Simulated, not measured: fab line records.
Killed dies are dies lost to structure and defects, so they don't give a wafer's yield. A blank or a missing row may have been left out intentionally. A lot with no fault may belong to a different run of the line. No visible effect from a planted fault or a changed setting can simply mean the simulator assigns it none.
fab line records | flow sky130
[record] lots = 12 | wafers = 36 | last_day = 49
route steps=708 shown POLY_GATE@205 LDD_N@247 LDD_P@263 PAD_OPEN@708
lots that met no fault: from a run of the same line without faults
start_h: hours from the record's first day to the start of the lot's first wafer shown | wait_h: hours since the lot's step before | " identical to the entry in the row above | L1.1+2: several wafers, shown together as one row | - value missing, or start not given | * or withheld: withheld | < > ~ a bound
route shown NAME@n: NAME is a module with steps in the file, n the number in the route of the first one | usual: average and standard deviation across the fault-free wafers | same: alike in all rows | chamber/n: place in a boat | sites: the reading at each site | _std_site: standard deviation across them | _edge_site: the outer-site mean with the inner-site mean subtracted | radius_mm: for every site, how far away it sits from the centre of the wafer | mask NAME#n: copy n | behind: the tool/chamber that last shaped the wafer | hold: what put the lot on hold/how long, in hours/how the hold closed | device: names the non-switching transistor (n, p or np) | end of line: the same wafers' tests at the end of the route | a step given without rows: its recipe and nothing more | killed: at the first sort, the dies lost to defects and structure; wafer yield is something else | map: the dies of a wafer, with x for killed, . for not killed, _ for no die there
set.NAME: the setting as run; set.NAME@STEP: as run at that earlier step | model.NAME: the simulator's own value behind a step, which no gauge read
route steps across a sampled set of lots; one table per step, one row per wafer
services: a tool's chamber out of use, with start hour (start_h, from the record's first day; less than 0 if before it), hours out, and reason
[[steps]]
[step SKY_POLY_GATE_THK_MEAS_01]
[recipe] reads = poly-Si_of_POLY_GATE_CVD_00
[usual] POLY_GATE_CVD_00_THK = 179.8/1.8
lot.wafer | tool          | chamber | start_h | wait_h | POLY_GATE_CVD_00_THK[nm]
L125.3    | film_metro-03 | -       | 334.38  | 0.0    | 180.3
L125.5    | "             | -       | "       | "      | 179.5
L125.6    | "             | -       | "       | "      | 178.2
L127.2    | film_metro-01 | -       | 344.10  | 0.0    | 178.3
L127.5    | "             | -       | "       | "      | 179.6
L127.6    | "             | -       | "       | "      | 180.2
L130.2    | film_metro-03 | -       | 372.83  | 0.0    | 179.6
L130.5    | "             | -       | "       | "      | 180.2
L130.6    | "             | -       | "       | "      | 179.9
L129.1    | film_metro-03 | -       | 374.35  | 0.0    | 181.8
L129.2    | "             | -       | "       | "      | 180.3
L129.3    | "             | -       | "       | "      | 183.4
L131.2    | film_metro-02 | -       | 374.36  | 0.0    | 182.0
L131.3    | "             | -       | "       | "      | 180.4
L131.4    | "             | -       | "       | "      | 180.6
L132.1    | film_metro-03 | -       | 379.36  | 0.0    | 179.8
L132.4    | "             | -       | "       | "      | 181.4
L132.5    | "             | -       | "       | "      | 181.8
L134.2    | film_metro-03 | -       | 420.12  | 0.0    | 179.6
L134.3    | "             | -       | "       | "      | 178.6
L134.5    | "             | -       | "       | "      | 180.0
L135.1    | film_metro-01 | -       | 422.58  | 0.0    | 181.1
L135.3    | "             | -       | "       | "      | 181.8
L135.6    | "             | -       | "       | "      | 183.8
L136.2    | film_metro-03 | -       | 422.59  | 0.0    | 177.8
L136.5    | "             | -       | "       | "      | 177.3
L136.6    | "             | -       | "       | "      | 178.8
L141.1    | film_metro-02 | -       | 455.40  | 0.0    | 178.7
L141.2    | "             | -       | "       | "      | 179.4
L141.4    | "             | -       | "       | "      | 178.1
L142.3    | film_metro-01 | -       | 460.25  | 0.0    | 180.6
L142.5    | "             | -       | "       | "      | 179.3
L142.6    | "             | -       | "       | "      | 180.5
L144.3    | film_metro-03 | -       | 480.93  | 0.0    | 176.8
L144.4    | "             | -       | "       | "      | 178.8
L144.6    | "             | -       | "       | "      | 179.1
[step SKY_POLY_GATE_THK_MEAS_21]
[recipe] reads = SiO2_of_POLY_GATE_OXIDATION_20
[usual] POLY_GATE_OXIDATION_THK = 4.02/0.1
lot.wafer | tool          | chamber | start_h | wait_h | POLY_GATE_OXIDATION_THK[nm]
L125.3    | film_metro-02 | -       | 395.81  | 0.0    | 4.22
L125.5    | "             | -       | "       | "      | 4.13
L125.6    | "             | -       | "       | "      | 4.19
L127.2    | film_metro-01 | -       | 405.11  | 0.0    | 4.10
L127.5    | "             | -       | "       | "      | 4.00
L127.6    | "             | -       | "       | "      | 4.05
L130.2    | film_metro-03 | -       | 436.22  | 0.0    | 3.99
L130.5    | "             | -       | "       | "      | 3.88
L130.6    | "             | -       | "       | "      | 3.99
L129.1    | film_metro-02 | -       | 438.63  | 0.0    | 4.17
L129.2    | "             | -       | "       | "      | 4.26
L129.3    | "             | -       | "       | "      | 4.13
L131.2    | film_metro-03 | -       | 438.64  | 0.0    | 4.15
L131.3    | "             | -       | "       | "      | 4.17
L131.4    | "             | -       | "       | "      | 4.19
L132.1    | film_metro-03 | -       | 443.69  | 0.0    | 4.11
L132.4    | "             | -       | "       | "      | 4.08
L132.5    | "             | -       | "       | "      | 4.16
L134.2    | film_metro-03 | -       | 485.46  | 0.0    | 4.00
L134.3    | "             | -       | "       | "      | 4.02
L134.5    | "             | -       | "       | "      | 3.99
L136.2    | film_metro-01 | -       | 487.58  | 0.0    | 4.00
L136.5    | "             | -       | "       | "      | 4.02
L136.6    | "             | -       | "       | "      | 4.04
L135.1    | film_metro-01 | -       | 489.61  | 0.0    | 4.02
L135.3    | "             | -       | "       | "      | 3.93
L135.6    | "             | -       | "       | "      | 4.05
L141.1    | film_metro-02 | -       | 523.17  | 0.0    | 3.88
L141.2    | "             | -       | "       | "      | 3.93
L141.4    | "             | -       | "       | "      | 3.94
L142.3    | film_metro-01 | -       | 526.23  | 0.0    | 3.84
L142.5    | "             | -       | "       | "      | 3.90
L142.6    | "             | -       | "       | "      | 3.92
L144.3    | film_metro-03 | -       | 545.31  | 0.0    | 3.92
L144.4    | "             | -       | "       | "      | 3.94
L144.6    | "             | -       | "       | "      | 3.89
[step SKY_LDD_N_IMPLANT_10]
[recipe] species = As | energy_kev = 20 | dose_cm2 = 7.5e+13 | tilt_deg = withheld | rotation_deg = 203
[usual] beam_on_s = 10.01/0.19 | dose_ions_cm2 = 7.5e+13/6.2e+10 | faraday_current_uA = 422/8
lot.wafer | tool         | chamber | start_h | wait_h | beam_on_s | dose_ions_cm2 | faraday_current_uA
L125.3    | implanter-03 | 0       | 425.91  | 0.1    | 10.02     | 7.496e+13     | 421
L125.5    | "            | 0       | "       | "      | 9.88      | 7.495e+13     | 430
L125.6    | "            | 0       | "       | "      | 9.83      | 7.499e+13     | 431
L127.2    | implanter-02 | 0       | 435.94  | 0.1    | 10.01     | 7.5e+13       | 421
L127.5    | "            | 0       | "       | "      | 9.82      | 7.502e+13     | 429
L127.6    | "            | 0       | "       | "      | 10.37     | 7.5e+13       | 409
L130.2    | implanter-01 | 0       | 467.74  | 0.1    | 9.67      | 7.499e+13     | 434
L130.5    | "            | 0       | "       | "      | 9.92      | 7.51e+13      | 426
L130.6    | "            | 0       | "       | "      | 10.00     | 7.505e+13     | 421
L131.2    | implanter-01 | 0       | 470.24  | 0.1    | 10.13     | 7.491e+13     | 418
L131.3    | "            | 0       | "       | "      | 10.26     | 7.483e+13     | 413
L131.4    | "            | 0       | "       | "      | 9.74      | 7.5e+13       | 437
L129.1    | implanter-03 | 0       | 470.56  | 0.1    | 9.68      | 7.507e+13     | 436
L129.2    | "            | 0       | "       | "      | 9.93      | 7.5e+13       | 425
L129.3    | "            | 0       | "       | "      | 9.93      | 7.503e+13     | 426
L132.1    | implanter-01 | 0       | 474.95  | 0.1    | 10.14     | 7.499e+13     | 416
L132.4    | "            | 0       | "       | "      | 10.10     | 7.493e+13     | 418
L132.5    | "            | 0       | "       | "      | 10.24     | 7.505e+13     | 414
L134.2    | implanter-01 | 0       | 516.69  | 0.1    | 9.59      | 7.501e+13     | 439
L134.3    | "            | 0       | "       | "      | 9.91      | 7.499e+13     | 424
L134.5    | "            | 0       | "       | "      | 10.14     | 7.493e+13     | 417
L136.2    | implanter-03 | 0       | 519.07  | 0.1    | 10.03     | 7.5e+13       | 422
L136.5    | "            | 0       | "       | "      | 9.69      | 7.494e+13     | 435
L136.6    | "            | 0       | "       | "      | 10.39     | 7.503e+13     | 407
L135.1    | implanter-01 | 0       | 520.21  | 0.1    | 9.87      | 7.492e+13     | 429
L135.3    | "            | 0       | "       | "      | 9.78      | 7.506e+13     | 431
L135.6    | "            | 0       | "       | "      | 10.04     | 7.5e+13       | 420
L141.1    | implanter-01 | 0       | 553.60  | 0.1    | 33.93     | 3.3746e+14    | 564
L141.2    | "            | 0       | "       | "      | 34.51     | 3.3748e+14    | 551
L141.4    | "            | 0       | "       | "      | 34.40     | 3.3736e+14    | 551
L142.3    | implanter-01 | 0       | 556.46  | 0.1    | 34.30     | 3.375e+14     | 556
L142.5    | "            | 0       | "       | "      | 34.64     | 3.375e+14     | 547
L142.6    | "            | 0       | "       | "      | 34.10     | 3.3758e+14    | 557
L144.3    | implanter-01 | 0       | 575.46  | 0.1    | 33.80     | 3.3752e+14    | 560
L144.4    | "            | 0       | "       | "      | 34.49     | 3.3747e+14    | 552
L144.6    | "            | 0       | "       | "      | 34.65     | 3.3745e+14    | 547
[step SKY_LDD_N_STRIP_16]
[recipe] chemistry = O2/N2 | power_w = 1400 | pressure_mtorr = 1500 | platen_temp_c = withheld | o2_flow_sccm = 3000 | n2_flow_sccm = 300 | overash_fraction = 0.5
[usual] drypump_motor_current_A = 5.69/0.18 | oes_product_au = 0.406/0.0041 | strip_time_to_endpoint_s = 4.312/0.015
[same] overash_fraction = 0.5
lot.wafer | tool            | chamber | start_h | wait_h | drypump_motor_current_A | oes_product_au | rf_hours_counter_h | strip_time_to_endpoint_s
L125.3    | plasma_asher-02 | 1       | 426.80  | 0.1    | 5.84                    | 0.410          | -                  | 4.333
L125.5    | "               | 1       | "       | "      | 5.84                    | 0.402          | -                  | 4.316
L125.6    | "               | 0       | "       | "      | 5.81                    | 0.400          | -                  | 4.319
L127.2    | plasma_asher-02 | 1       | 436.82  | 0.1    | 5.84                    | 0.409          | 76                 | 4.321
L127.5    | "               | 1       | "       | "      | 5.85                    | 0.408          | -                  | 4.311
L127.6    | "               | 0       | "       | "      | 5.81                    | 0.408          | -                  | 4.303
L130.2    | plasma_asher-01 | 1       | 468.62  | 0.1    | 5.42                    | 0.407          | 4                  | 4.325
L130.5    | "               | 1       | "       | "      | 5.44                    | 0.407          | -                  | 4.335
L130.6    | "               | 0       | "       | "      | 5.51                    | 0.406          | -                  | 4.321
L131.2    | plasma_asher-01 | 1       | 471.11  | 0.1    | 5.45                    | 0.411          | 4                  | 4.306
L131.3    | "               | 1       | "       | "      | 5.43                    | 0.408          | -                  | 4.295
L131.4    | "               | 0       | "       | "      | 5.49                    | 0.411          | -                  | 4.301
L129.1    | plasma_asher-02 | 1       | 471.46  | 0.1    | 5.86                    | 0.408          | 79                 | 4.283
L129.2    | "               | 0       | "       | "      | 5.82                    | 0.408          | 79                 | 4.291
L129.3    | "               | 0       | "       | "      | 5.82                    | 0.399          | -                  | 4.309
L132.1    | plasma_asher-01 | 1       | 475.85  | 0.1    | 5.42                    | 0.410          | 5                  | 4.303
L132.4    | "               | 0       | "       | "      | 5.44                    | 0.406          | -                  | 4.337
L132.5    | "               | 1       | "       | "      | 5.43                    | 0.395          | -                  | 4.320
L134.2    | plasma_asher-02 | 1       | 517.56  | 0.1    | 5.86                    | 0.407          | 84                 | 4.319
L134.3    | "               | 0       | "       | "      | 5.82                    | 0.406          | -                  | 4.320
L134.5    | "               | 1       | "       | "      | 5.84                    | 0.403          | -                  | 4.312
L136.2    | plasma_asher-02 | 1       | 519.95  | 0.1    | 5.85                    | 0.401          | 84                 | 4.296
L136.5    | "               | 0       | "       | "      | 5.82                    | 0.407          | -                  | 4.294
L136.6    | "               | 1       | "       | "      | 5.84                    | 0.400          | -                  | 4.281
L135.1    | plasma_asher-03 | 0       | 521.11  | 0.1    | 5.69                    | 0.398          | 35                 | 4.321
L135.3    | "               | 0       | "       | "      | 5.71                    | 0.414          | -                  | 4.345
L135.6    | "               | 1       | "       | "      | 5.86                    | 0.413          | -                  | 4.328
L141.1    | plasma_asher-01 | 0       | 554.50  | 0.1    | 5.44                    | 0.406          | 14                 | 4.968
L141.2    | "               | 1       | "       | "      | 5.43                    | 0.408          | 14                 | 4.976
L141.4    | "               | 1       | "       | "      | 5.44                    | 0.405          | -                  | 4.988
L142.3    | plasma_asher-01 | 1       | 557.35  | 0.1    | 5.43                    | 0.411          | -                  | 5.004
L142.5    | "               | 0       | "       | "      | 5.45                    | 0.409          | -                  | 4.991
L142.6    | "               | 1       | "       | "      | 5.43                    | 0.407          | -                  | 4.989
L144.3    | plasma_asher-03 | 0       | 576.35  | 0.1    | 5.71                    | 0.410          | -                  | 4.970
L144.4    | "               | 1       | "       | "      | 5.84                    | 0.410          | -                  | 4.992
L144.6    | "               | 0       | "       | "      | 5.73                    | 0.399          | -                  | 4.970
[step SKY_LDD_N_TW_MEAS_17]
[usual] LDD_N_TW = 2594/16
lot.wafer | tool          | chamber | start_h | wait_h | LDD_N_TW
L125.3    | film_metro-01 | -       | 426.88  | 0.1    | 2611
L125.5    | "             | -       | "       | "      | 2592
L125.6    | "             | -       | "       | "      | 2599
L127.2    | film_metro-01 | -       | 436.93  | 0.1    | 2596
L127.5    | "             | -       | "       | "      | 2598
L127.6    | "             | -       | "       | "      | 2619
L130.2    | film_metro-04 | -       | 468.73  | 0.1    | 2607
L130.5    | "             | -       | "       | "      | 2604
L130.6    | "             | -       | "       | "      | 2615
L131.2    | film_metro-04 | -       | 471.22  | 0.1    | 2604
L131.3    | "             | -       | "       | "      | 2608
L131.4    | "             | -       | "       | "      | 2602
L129.1    | film_metro-02 | -       | 471.56  | 0.1    | 2548
L129.2    | "             | -       | "       | "      | 2571
L129.3    | "             | -       | "       | "      | 2558
L132.1    | film_metro-01 | -       | 475.95  | 0.1    | 2587
L132.4    | "             | -       | "       | "      | 2586
L132.5    | "             | -       | "       | "      | 2593
L134.2    | film_metro-04 | -       | 517.67  | 0.1    | 2608
L134.3    | "             | -       | "       | "      | 2594
L134.5    | "             | -       | "       | "      | 2604
L136.2    | film_metro-04 | -       | 520.06  | 0.1    | 2609
L136.5    | "             | -       | "       | "      | 2604
L136.6    | "             | -       | "       | "      | 2600
L135.1    | film_metro-04 | -       | 521.21  | 0.1    | 2609
L135.3    | "             | -       | "       | "      | 2611
L135.6    | "             | -       | "       | "      | 2607
L141.1    | film_metro-04 | -       | 554.60  | 0.1    | 2846
L141.2    | "             | -       | "       | "      | 2850
L141.4    | "             | -       | "       | "      | 2843
L142.3    | film_metro-04 | -       | 557.43  | 0.1    | 2864
L142.5    | "             | -       | "       | "      | 2864
L142.6    | "             | -       | "       | "      | 2854
L144.3    | film_metro-04 | -       | 576.43  | 0.1    | 2873
L144.4    | "             | -       | "       | "      | 2880
L144.6    | "             | -       | "       | "      | 2874
[step SKY_LDD_P_OVL_MEAS_08]
[usual] LDD_P_OVL = 0.7/1.4
lot.wafer | tool       | chamber | start_h | wait_h | LDD_P_OVL[nm]
L125.3    | overlay-02 | -       | 457.76  | 0.1    | 0.6
L125.5    | "          | -       | "       | "      | 0.3
L125.6    | "          | -       | "       | "      | -0.2
L127.2    | overlay-01 | -       | 468.16  | 0.1    | 3.0
L127.5    | "          | -       | "       | "      | 1.5
L127.6    | "          | -       | "       | "      | 2.3
L130.2    | overlay-01 | -       | 499.87  | 0.1    | 1.0
L130.5    | "          | -       | "       | "      | 1.3
L130.6    | "          | -       | "       | "      | 2.0
L131.2    | overlay-01 | -       | 502.15  | 0.1    | 1.0
L131.3    | "          | -       | "       | "      | -0.4
L131.4    | "          | -       | "       | "      | 0.3
L129.1    | overlay-02 | -       | 502.40  | 0.1    | -0.7
L129.2    | "          | -       | "       | "      | -1.6
L129.3    | "          | -       | "       | "      | -1.9
L132.1    | overlay-02 | -       | 506.77  | 0.1    | 2.9
L132.4    | "          | -       | "       | "      | 2.9
L132.5    | "          | -       | "       | "      | 1.0
L134.2    | overlay-01 | -       | 548.25  | 0.1    | 3.2
L134.3    | "          | -       | "       | "      | 1.4
L134.5    | "          | -       | "       | "      | -0.8
L136.2    | overlay-02 | -       | 550.67  | 0.1    | 1.9
L136.5    | "          | -       | "       | "      | -0.1
L136.6    | "          | -       | "       | "      | 1.7
L135.1    | overlay-02 | -       | 551.25  | 0.1    | 1.7
L135.3    | "          | -       | "       | "      | 0.3
L135.6    | "          | -       | "       | "      | -1.4
L141.1    | overlay-02 | -       | 584.70  | 0.1    | 0.0
L141.2    | "          | -       | "       | "      | 2.9
L141.4    | "          | -       | "       | "      | -0.4
L142.3    | overlay-02 | -       | 587.08  | 0.1    | -1.4
L142.5    | "          | -       | "       | "      | -0.2
L142.6    | "          | -       | "       | "      | -2.2
L144.3    | overlay-02 | -       | 606.91  | 0.1    | -0.3
L144.4    | "          | -       | "       | "      | -1.4
L144.6    | "          | -       | "       | "      | -0.1
[step SKY_PAD_OPEN_PROBE_99]
[usual] killed_at_M0_to_M3 = 43/6.8 | killed_at_M4_up = 3.0/1.6 | killed_at_contacts = 25/6 | killed_at_front_end = 15/4.4 | killed_at_other = 0.3/0.52 | killed_dies = 86/9.6 | killed_open = 47/6.7 | killed_short = 39/6.8
[same] gross_dies = 492 | killed_at_back_side = 0
lot.wafer | tool      | chamber | start_h | wait_h | killed_at_M0_to_M3 | killed_at_M4_up | killed_at_contacts | killed_at_front_end | killed_at_other | killed_dies | killed_open | killed_short
L135.6    | prober-02 | -       | 1156.10 | 0.2    | 42                 | 1               | 21                 | 9                   | 0               | 73          | 43          | 30
// killed by level:class
L135.6 VIA1:geometric_particle:open=10 CONTACT:geometric_particle:open=9 VIA2:geometric_particle:open=8 METAL2:geometric_particle:short=7 LI_CONTACT:geometric_particle:open=5 VIA3:geometric_particle:open=4 FIELD_ISO:geometric_particle:short=3 CONTACT:geometric_particle:short=3
[[services]]
tool            | chamber | start_h | hours | kind
implanter-03    | -       | 415.24  | 3.9   | pm
plasma_asher-01 | -       | 421.25  | 9.0   | pm
plasma_asher-01 | 0       | 421.25  | 9.0   | vent_cycle
plasma_asher-01 | 1       | 421.25  | 9.0   | vent_cycle
plasma_asher-01 | 0       | 430.25  | -     | clean
plasma_asher-01 | 1       | 430.25  | -     | clean
implanter-03    | -       | 472.69  | 2.7   | repair
plasma_asher-02 | -       | 472.74  | 13.8  | repair
plasma_asher-03 | -       | 474.60  | 41.5  | pm
plasma_asher-01 | -       | 510.22  | 9.9   | repair
implanter-02    | -       | 522.27  | 0.9   | repair
plasma_asher-03 | -       | 544.33  | 0.4   | repair
plasma_asher-03 | -       | 552.93  | 14.6  | pm
implanter-02    | -       | 572.31  | 5.8   | pm
[[key]]
[first_sign] step = SKY_LDD_N_IMPLANT_10 | reading = dose_ions_cm2 | direction = up | sigmas = 99+ | usual = * | struck = *
[effect] step = SKY_LDD_N_IMPLANT_10 | reading = beam_on_s | direction = up | sigmas = 99+ | usual = 10.01 | struck = 34.32
[effect] step = SKY_LDD_N_STRIP_16 | reading = strip_time_to_endpoint_s | direction = up | sigmas = 45 | usual = * | struck = *
[effect] step = SKY_LDD_N_TW_MEAS_17 | reading = LDD_N_TW | direction = up | sigmas = 17 | usual = 2594 | struck = 2861
met_at SKY_LDD_N_IMPLANT_10
struck_lots L141,L142,L144
tester_left_out L141,L142,L144
not_acting_at SKY_POLY_GATE_THK_MEAS_01,SKY_POLY_GATE_THK_MEAS_21,SKY_LDD_P_OVL_MEAS_08
onset_between 520.21 553.60
[fault] kind = process_parameter_drift | tool = implanter-01 | chamber = - | onset_h = 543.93 | steps = SKY_LDD_N_IMPLANT_10 | channel = dose_cm2 | offset = * | shape = step | end_h = 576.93 | acts_in = * | stated = *
// tester_left_out: of these lots the tester's yield and bins aren't shown, on N5 and GAA mostly nor the transistor test; their killed dies are dies lost to structure and defects alone, not to doping, threshold or leakage, so they don't give the yield
